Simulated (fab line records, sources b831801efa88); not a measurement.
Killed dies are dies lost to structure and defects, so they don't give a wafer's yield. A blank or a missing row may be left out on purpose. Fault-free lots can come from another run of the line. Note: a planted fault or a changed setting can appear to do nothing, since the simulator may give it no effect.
8D (eight disciplines) problem report, filled in by code	flow sky130	the parts of the form that need people (team, actions taken, sign-off) are left out

1. WHAT IS WRONG
SKY_LDD_LDN_STRIP_12, oes product au: mean 0.938 a.u. on 3 wafers (1 lot); fault-free wafers 0.715 a.u., standard deviation 0.004. That puts it +56 standard deviations away from the usual mean.
The step: strips in O2/N2.
Seen first at day 26 06:20 on plasma asher-02, wafer L632.4. The record holds 15 wafers of 5 lots with a number at this step. By rule, "out" or "out of limits" means more than 4 standard deviations away from the usual mean. The rest of the wafers with a number are treated as sound.

2. WHAT IT IS, WHAT IT ISN'T
question	is	is not
which readings at this step	oes product au	drypump motor current A, n2 flow sccm
which lots	L632	L628, L630, L636, L646
which wafers of those lots	all that have a number	-
read on which tools	plasma asher-02	plasma asher-04
when	from day 26 06:20	up to then (6 sound wafers); but 6 sound wafers of L636, L646 came after

3. THE SUSPECTS, EACH WITH WHAT RULES IT OUT
Counting: a tool at any process step up to the reading remains a suspect when it ran all the lots that are out and ran no sound lot after the first of those.
- plasma asher-02 at SKY_LDD_LDN_STRIP_12 (strips in O2/N2): ruled out as a lasting fault. After its first lot that is out, L632 (day 26 06:20), sound lots L646 ran on it.
Left after counting: nothing in the record.

4. THE CAUSE (what the simulator had put in)
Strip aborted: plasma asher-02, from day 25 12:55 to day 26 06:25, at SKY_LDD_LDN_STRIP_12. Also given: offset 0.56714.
Counting ruled it out, wrongly.

5. SEQUENCE OF EFFECTS, ordered by route
One row per reading whose mean, taken over the struck wafers that have a number, lies over 3 standard deviations from the usual. Readings are gone through only where the record gives a usual standard deviation; hours: the median, over the lots, of the time from a lot's start at the first step in this table giving one to that lot's start at this step; sigmas: the change measured in usual standard deviations.
hours	step	reading	usual	on struck wafers	change	sigmas
0	SKY_LDD_LDN_STRIP_12	oes product au	0.715 a.u.	0.938	+0.223	+56
Here are the process steps it includes:
- SKY_LDD_LDN_STRIP_12: strips in O2/N2.
Readings that are blank on the struck wafers while sound wafers have them: strip time to endpoint s at SKY_LDD_LDN_STRIP_12.
Later measuring or inspecting steps at which every struck wafer that the step has a row for has a number for every such reading, and none has moved that far: SKY_LDD_LDN_TW_MEAS_13.

6. HOW IT WOULD HAVE BEEN CAUGHT EARLIER
The fault began at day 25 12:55; the first out-of-limits reading in this record came at day 26 06:20, 17 hours later.
